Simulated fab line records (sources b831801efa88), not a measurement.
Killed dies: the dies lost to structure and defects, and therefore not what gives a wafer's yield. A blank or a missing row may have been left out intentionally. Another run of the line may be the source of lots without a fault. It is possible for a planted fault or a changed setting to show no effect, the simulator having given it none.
fab line records | flow sky130
[record] lots = 14 | wafers = 42 | lastDay = 51
route steps=708 shown VT_ADJUST_LVTN@103 VIA1@466 VIA2@530 METAL3@563
lots that met no fault: from a run of the same line without faults
startH: hours from the record's opening day to when the first of the lot's shown wafers began | waitH: hours from the lot's prior step to this one | " identical to the entry in the row above | L1.1+2: one row covering several wafers at once | - value missing, or start not given | * or withheld: withheld | < > ~ a bound
route shown NAME@n: names a module that has steps shown in the file, with the first one's number in the route | usual: mean and standard deviation over wafers with no fault | same: alike in all rows | chamber/n: place in a boat | sites: per-site readings | _std_site: standard deviation of those values | _edge_site: outer sites' mean less inner sites' | radiusMm: how far each site lies from the wafer's centre | mask NAME#n: copy n | behind: the most recent tool/chamber to have shaped the wafer | hold: the reason the lot was held/the length of the hold in hours/how it ended | device: names the non-switching transistor (n, p or np) | end of line: the tests these same wafers got at the end of their route | a step with no rows: only its recipe | killed: the dies lost at the first sort to structure and to defects; this is not the yield of the wafer | map: per-die view of a wafer (x killed, . not killed, _ where there is no die)
set.NAME: the setting the step ran with; set.NAME@STEP: the setting that earlier step ran with | model.NAME: the simulator's own value behind a step, which no gauge read
one table for each step of the route and one row for each wafer, over a sample of lots
services: a tool's chamber out of use, with start hour (startH, from the record's first day; less than 0 if before it), hours out, and reason
[[steps]]
[step SKY_VT_ADJUST_LVTN_DEVELOP_06]
[recipe] wallAngleDeg = 90 | developer = TMAH | developTimeS = 60 | devTempC = 23
[usual] chillPlateTempC = 22.99/0.095 | developTimeS = 60/0
lot.wafer | tool          | chamber | startH | waitH | chillPlateTempC | developTimeS
L311.2    | lithoTrack-01 | 0       | 138    | -     | 22.81           | 60
L311.3    | "             | 0       | "      | "     | 22.90           | 60
L311.5    | "             | 0       | "      | "     | 23.14           | 60
L312.1    | lithoTrack-01 | 0       | 152    | -     | 23.06           | 60
L312.3    | "             | 0       | "      | "     | 23.08           | 60
L312.6    | "             | 0       | "      | "     | 22.95           | 60
L315.1    | lithoTrack-01 | 0       | 168    | -     | 22.90           | 60
L315.3    | "             | 0       | "      | "     | 22.84           | 60
L315.5    | "             | 0       | "      | "     | 22.93           | 60
L317.3    | lithoTrack-03 | 0       | 184    | -     | 23.05           | 60
L317.5    | "             | 0       | "      | "     | 22.86           | 60
L317.6    | "             | 0       | "      | "     | 22.96           | 60
L320.2    | lithoTrack-03 | 0       | 206    | -     | 22.94           | 60
L320.3    | "             | 0       | "      | "     | 22.81           | 60
L320.4    | "             | 0       | "      | "     | 22.79           | 60
L322.1    | lithoTrack-04 | -       | 213    | -     | -               | -
L322.4    | "             | -       | "      | "     | -               | -
L322.6    | "             | -       | "      | "     | -               | -
L323.2    | lithoTrack-04 | -       | 220    | -     | -               | -
L323.4    | "             | -       | "      | "     | -               | -
L323.5    | "             | -       | "      | "     | -               | -
L325.1    | lithoTrack-03 | 0       | 232    | -     | 23.01           | 60
L325.3    | "             | 0       | "      | "     | 22.96           | 60
L325.5    | "             | 0       | "      | "     | 22.98           | 60
L326.3    | lithoTrack-04 | 0       | 237    | -     | 22.94           | 60
L326.4    | "             | 0       | "      | "     | 23.00           | 60
L326.5    | "             | 0       | "      | "     | 22.96           | 60
L327.1    | lithoTrack-01 | 0       | 245    | -     | 23.06           | 60
L327.2    | "             | 0       | "      | "     | 22.98           | 60
L327.3    | "             | 0       | "      | "     | 23.21           | 60
L328.1    | lithoTrack-01 | 0       | 248    | -     | 22.99           | 60
L328.3    | "             | 0       | 249    | -     | 23.04           | 60
L328.6    | "             | 0       | "      | "     | 23.22           | 60
L331.1    | lithoTrack-04 | 0       | 270    | -     | 22.92           | 60
L331.3    | "             | 0       | "      | "     | 23.06           | 60
L331.5    | "             | 0       | "      | "     | 23.08           | 60
L333.1    | lithoTrack-01 | 0       | 286    | -     | 22.90           | 60
L333.2    | "             | 0       | "      | "     | 22.86           | 60
L333.5    | "             | 0       | "      | "     | 23.00           | 60
L334.2    | lithoTrack-01 | 0       | 297    | -     | 23.04           | 60
L334.3    | "             | 0       | "      | "     | 23.00           | 60
L334.5    | "             | 0       | "      | "     | 22.85           | 60
[step SKY_VIA1_SOFTBAKE_08]
[recipe] tempC = 100 | timeS = 91.46 | resist = KrF-thick
[usual] chillPlateTempC = 23.02/0.1 | plateSensorTCentreC = 100.88/0.01 | plateSensorTEdgeC = 100.96/0.0096
lot.wafer | tool          | chamber | startH | waitH | chillPlateTempC | plateSensorTCentreC | plateSensorTEdgeC
L311.2    | lithoTrack-02 | 0       | -      | -     | 23.09           | 100.88              | 100.94
L311.3    | "             | 0       | "      | "     | 23.10           | 100.89              | 100.96
L311.5    | "             | 0       | "      | "     | 23.15           | 100.88              | 100.96
L312.1    | lithoTrack-03 | 0       | -      | -     | 22.88           | 100.89              | 100.95
L312.3    | "             | 0       | "      | "     | 22.88           | 100.88              | 100.95
L312.6    | "             | 0       | "      | "     | 22.92           | 100.88              | 100.96
L315.1    | lithoTrack-02 | 0       | -      | -     | 23.05           | 100.87              | 100.97
L315.3    | "             | 0       | "      | "     | 22.96           | 100.90              | 100.95
L315.5    | "             | 0       | "      | "     | 22.87           | 100.87              | 100.96
L317.3    | lithoTrack-04 | 0       | -      | -     | 23.05           | 100.87              | 100.97
L317.5    | "             | 0       | "      | "     | 23.19           | 100.89              | 100.97
L317.6    | "             | 0       | "      | "     | 23.08           | 100.87              | 100.96
L320.2    | lithoTrack-02 | 0       | -      | -     | 23.15           | 100.90              | 100.97
L320.3    | "             | 0       | "      | "     | 23.16           | 100.87              | 100.96
L320.4    | "             | 0       | "      | "     | 23.00           | 100.88              | 100.95
L322.1    | lithoTrack-02 | 0       | -      | -     | 23.04           | 100.88              | 100.97
L322.4    | "             | 0       | "      | "     | 22.99           | 100.89              | 100.96
L322.6    | "             | 0       | "      | "     | 23.21           | 100.91              | 100.97
L323.2    | lithoTrack-02 | 0       | -      | -     | 23.07           | 100.88              | 100.95
L323.4    | "             | 0       | "      | "     | 23.04           | 100.88              | 100.96
L323.5    | "             | 0       | "      | "     | 23.23           | 100.89              | 100.94
L325.1    | lithoTrack-04 | 0       | -      | -     | 23.02           | 100.88              | 100.95
L325.3    | "             | 0       | "      | "     | 23.13           | 100.88              | 100.94
L325.5    | "             | 0       | "      | "     | 22.93           | 100.89              | 100.95
L326.3    | lithoTrack-02 | 0       | -      | -     | 23.11           | 100.90              | 100.96
L326.4    | "             | 0       | "      | "     | 23.04           | 100.87              | 100.98
L326.5    | "             | 0       | "      | "     | 23.02           | 100.89              | 100.97
L327.1    | lithoTrack-04 | 0       | -      | -     | 23.05           | 100.88              | 100.95
L327.2    | "             | 0       | "      | "     | 22.99           | 100.87              | 100.95
L327.3    | "             | 0       | "      | "     | 23.03           | 100.88              | 100.96
L328.1    | lithoTrack-04 | 0       | -      | -     | 22.98           | 100.87              | 100.97
L328.3    | "             | 0       | "      | "     | 23.03           | 100.88              | 100.94
L328.6    | "             | 0       | "      | "     | 23.18           | 100.89              | 100.95
L331.1    | lithoTrack-02 | 0       | -      | -     | 23.01           | 100.88              | 100.94
L331.3    | "             | 0       | "      | "     | 23.10           | 100.88              | 100.96
L331.5    | "             | 0       | "      | "     | 23.09           | 100.87              | 100.97
L333.1    | lithoTrack-02 | 0       | -      | -     | 22.87           | 100.89              | 100.96
L333.2    | "             | 0       | "      | "     | 22.87           | 100.89              | 100.98
L333.5    | "             | 0       | "      | "     | 22.90           | 100.88              | 100.96
L334.2    | lithoTrack-02 | 0       | -      | -     | 23.06           | 100.88              | 100.95
L334.3    | "             | 0       | "      | "     | 23.10           | 100.87              | 100.96
L334.5    | "             | 0       | "      | "     | 23.02           | 100.89              | 100.95
[step SKY_VIA2_THK_MEAS_23]
[recipe] thkMeasGauge = xrf | reads = W_of_VIA2_CVD_21
[usual] VIA2_W_THK = 400/6.3
lot.wafer | tool         | chamber | startH  | waitH | VIA2_W_THK[nm]
L311.2    | filmMetro-04 | -       | 839.56  | 0.1   | 414
L311.3    | "            | -       | "       | "     | 415
L311.5    | "            | -       | "       | "     | 412
L312.1    | filmMetro-02 | -       | 856.47  | 0.1   | 393
L312.3    | "            | -       | "       | "     | 393
L312.6    | "            | -       | "       | "     | 387
L315.1    | filmMetro-04 | -       | 875.13  | 0.1   | 401
L315.3    | "            | -       | "       | "     | 400
L315.5    | "            | -       | "       | "     | 397
L317.3    | filmMetro-02 | -       | 907.47  | 0.1   | 395
L317.5    | "            | -       | "       | "     | 401
L317.6    | "            | -       | "       | "     | 390
L320.2    | filmMetro-04 | -       | 918.96  | 0.1   | 398
L320.3    | "            | -       | "       | "     | 398
L320.4    | "            | -       | "       | "     | 401
L322.1    | filmMetro-02 | -       | 930.81  | 0.1   | 391
L322.4    | "            | -       | "       | "     | 394
L322.6    | "            | -       | "       | "     | 392
L323.2    | filmMetro-04 | -       | 938.70  | 0.1   | 396
L323.4    | "            | -       | "       | "     | 405
L323.5    | "            | -       | "       | "     | 397
L325.1    | filmMetro-04 | -       | 947.92  | 0.1   | 395
L325.3    | "            | -       | "       | "     | 398
L325.5    | "            | -       | "       | "     | 403
L326.3    | filmMetro-04 | -       | 957.32  | 0.1   | 403
L326.4    | "            | -       | "       | "     | 399
L326.5    | "            | -       | "       | "     | 400
L327.1    | filmMetro-01 | -       | 967.18  | 0.1   | 406
L327.2    | "            | -       | "       | "     | 411
L327.3    | "            | -       | "       | "     | 405
L328.1    | filmMetro-02 | -       | 970.42  | 0.1   | 394
L328.3    | "            | -       | "       | "     | 391
L328.6    | "            | -       | "       | "     | 390
L331.1    | filmMetro-04 | -       | 992.72  | 0.1   | 398
L331.3    | "            | -       | "       | "     | 403
L331.5    | "            | -       | "       | "     | 400
L333.1    | filmMetro-02 | -       | 999.16  | 0.1   | 393
L333.2    | "            | -       | "       | "     | 390
L333.5    | "            | -       | "       | "     | 396
L334.2    | filmMetro-01 | -       | 1038.93 | 0.1   | 410
L334.3    | "            | -       | "       | "     | 400
L334.5    | "            | -       | "       | "     | 406
[step SKY_METAL3_CD_MEAS_13]
[recipe] targetCdNm = 300
[usual] cdNm = 300.0/1.3
lot.wafer | tool     | chamber | startH  | waitH | cdNm
L311.2    | cdSem-01 | -       | 891.38  | -     | 299.5
L311.3    | "        | -       | "       | "     | 301.1
L311.5    | "        | -       | "       | "     | 299.6
L312.1    | cdSem-01 | -       | 909.66  | -     | 299.9
L312.3    | "        | -       | "       | "     | 301.6
L312.6    | "        | -       | "       | "     | 301.5
L315.1    | cdSem-01 | -       | 926.51  | -     | 299.5
L315.3    | "        | -       | "       | "     | 300.3
L315.5    | "        | -       | "       | "     | 298.1
L317.3    | cdSem-01 | -       | 956.95  | -     | 299.0
L317.5    | "        | -       | "       | "     | 299.3
L317.6    | "        | -       | "       | "     | 301.3
L320.2    | cdSem-01 | -       | 967.16  | -     | 300.3
L320.3    | "        | -       | "       | "     | 299.6
L320.4    | "        | -       | "       | "     | 299.3
L322.1    | cdSem-01 | -       | 976.51  | -     | 303.3
L322.4    | "        | -       | "       | "     | 302.8
L322.6    | "        | -       | "       | "     | 302.3
L323.2    | cdSem-02 | -       | 983.66  | -     | 301.8
L323.4    | "        | -       | "       | "     | 302.5
L323.5    | "        | -       | "       | "     | 301.2
L325.1    | cdSem-02 | -       | 993.48  | -     | 300.3
L325.3    | "        | -       | "       | "     | 301.0
L325.5    | "        | -       | "       | "     | 300.2
L326.3    | cdSem-02 | -       | 1002.30 | -     | 301.5
L326.4    | "        | -       | "       | "     | 301.2
L326.5    | "        | -       | "       | "     | 301.3
L327.1    | cdSem-02 | -       | 1015.71 | -     | 299.5
L327.2    | "        | -       | "       | "     | 299.9
L327.3    | "        | -       | "       | "     | 300.1
L328.1    | cdSem-02 | -       | 1020.49 | -     | 300.4
L328.3    | "        | -       | "       | "     | 301.0
L328.6    | "        | -       | "       | "     | 301.0
L331.1    | cdSem-02 | -       | 1039.58 | -     | 299.9
L331.3    | "        | -       | "       | "     | 300.5
L331.5    | "        | -       | "       | "     | 299.8
L333.1    | cdSem-01 | -       | 1045.59 | -     | 300.2
L333.2    | "        | -       | "       | "     | 299.9
L333.5    | "        | -       | "       | "     | 298.7
L334.2    | cdSem-01 | -       | 1082.63 | -     | 299.6
L334.3    | "        | -       | "       | "     | 299.7
L334.5    | "        | -       | "       | "     | 299.9
[[services]]
tool          | chamber | startH | hours | kind
lithoTrack-02 | -       | 223.55 | -     | consumableReplace:filter
lithoTrack-02 | -       | 539.00 | -     | consumableReplace:filter
[[key]]
[firstSign] step = SKY_VT_ADJUST_LVTN_DEVELOP_06 | reading = toolRecord | direction = missing
effect none on later readings
metAt SKY_VT_ADJUST_LVTN_DEVELOP_06
struckLots L322,L323
sortLeftOut L322.1,L322.4,L322.6,L323.2,L323.4,L323.5
testerLeftOut L322,L323
notActingAt SKY_VIA1_SOFTBAKE_08,SKY_VIA2_THK_MEAS_23,SKY_METAL3_CD_MEAS_13
[fault] kind = skippedStepWhole | tool = lithoTrack-04 | chamber = - | onsetH = 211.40 | steps = SKY_VT_ADJUST_LVTN_DEVELOP_06 | scope = struckLotsOnly
// testerLeftOut: of these lots the tester's yield and bins aren't shown, on N5 and GAA mostly nor the transistor test; their killed dies are dies lost to structure and defects alone, not to doping, threshold or leakage, so they don't give the yield
// sortLeftOut: the simulated sort isn't trusted on such a fault, so these wafers' sort isn't shown, and their yield isn't known
